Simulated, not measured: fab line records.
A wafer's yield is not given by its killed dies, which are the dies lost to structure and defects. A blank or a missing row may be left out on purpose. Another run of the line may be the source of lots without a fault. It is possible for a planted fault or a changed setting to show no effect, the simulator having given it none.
Problem report in the 8D (eight disciplines) form, filled by code -- flow gf180mcu -- the parts of the form that need people (team, actions taken, sign-off) are left out

== 1. WHAT WENT WRONG ==
Wafers free of any fault read 1579 (standard deviation 12) for MVSD_TW at GF_MVSD_TW_MEAS_11, against a mean of 1674 on 6 wafers of 2 lots. That is +7.9 standard deviations from the usual mean.
Earliest sighting: wafer L931.1 on film metro-04 at day 8 20:01. The record holds 36 wafers of 12 lots with a number at this step. By rule, "out" or "out of limits" means more than 4 standard deviations away from the usual mean. Any other wafer with a number is counted as sound.

== 2. WHAT THIS IS AND IS NOT ==
question,is,is not
which readings at this step,MVSD_TW,-
which lots,"L931, L932","L913, L917, L918, L920, L921, L922, L923, L924, L926, L936"
which wafers of those lots,all that have a number,-
read on which gauges,film metro-04,"film metro-02, film metro-03"
when,from day 8 20:01,up to then (27 sound wafers); but 3 sound wafers of L936 came after

== 3. THE SUSPECTS, EACH WITH WHAT RULES IT OUT ==
Counting: any tool at a process step up to the reading is kept as a suspect provided that every lot that is out went through it and no sound lot did after the first of them.
- the gauge at GF_MVSD_TW_MEAS_11: ruled out. All the wafers that are out were read on film metro-04, but those of them that GF_MVSD_IMPLANT_08 has rows for are out there too, on other tools.
- implanter-04 at GF_MVSD_IMPLANT_08: kept. All lots that are out passed through it, beginning with L931 at day 8 19:37, and no sound lot followed; its final sound lot before that point was L924 at day 7 17:43. Its own dose ions cm2, faraday current uA readings are out on those wafers.
The count leaves implanter-04 at GF_MVSD_IMPLANT_08.

== 4. THE CAUSE (what the simulator had put in) ==
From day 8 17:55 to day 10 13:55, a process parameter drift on implanter-04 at GF_MVSD_IMPLANT_08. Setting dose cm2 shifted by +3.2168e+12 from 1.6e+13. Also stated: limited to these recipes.
The count eliminated every tool but this one.

== 5. SEQUENCE OF EFFECTS, ordered by route ==
Each row: a reading whose mean over the struck wafers that have a number lies more than 3 standard deviations from the usual. Readings are gone through only where the record gives a usual standard deviation; hours: the median, over the lots, of the time from a lot's start at the first step in this table giving one to that lot's start at this step; sigmas: the change measured in usual standard deviations.
hours,step,reading,usual,on struck wafers,change,sigmas
0,GF_MVSD_IMPLANT_08,dose ions cm2,1.6e+13,1.9e+13,+3.2e+12,+99 or more
0,GF_MVSD_IMPLANT_08,faraday current uA,90.1,108.6,+18.5,+11
0,GF_MVSD_TW_MEAS_11,MVSD_TW,1579,1674,+95,+7.9
93,GF_VT_IMPLANT_RS_MEAS_46,MVSD_RS,454.6 ohm/sq,413.2,-41.4,-41
Process steps it contains:
- GF_MVSD_IMPLANT_08
Later measuring or inspecting steps at which every struck wafer that the step has a row for has a number for every such reading, and none has moved that far: GF_VT_IMPLANT_OVL_MEAS_29.

== 6. WHAT WOULD HAVE CAUGHT IT SOONER ==
2 hours passed between the start of the fault at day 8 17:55 and the first reading out of limits at a measuring or inspecting step in this record, taken at day 8 20:01.
The tool's own readings at GF_MVSD_IMPLANT_08 were out on every struck wafer that the step has a row for (dose ions cm2, faraday current uA): an alarm limit on them would have fired on the first of those.
L932, from the lots that are out (2), started GF_MVSD_IMPLANT_08 on implanter-04 later than day 8 20:01. It would have been spared by a hold on the tool at that moment.
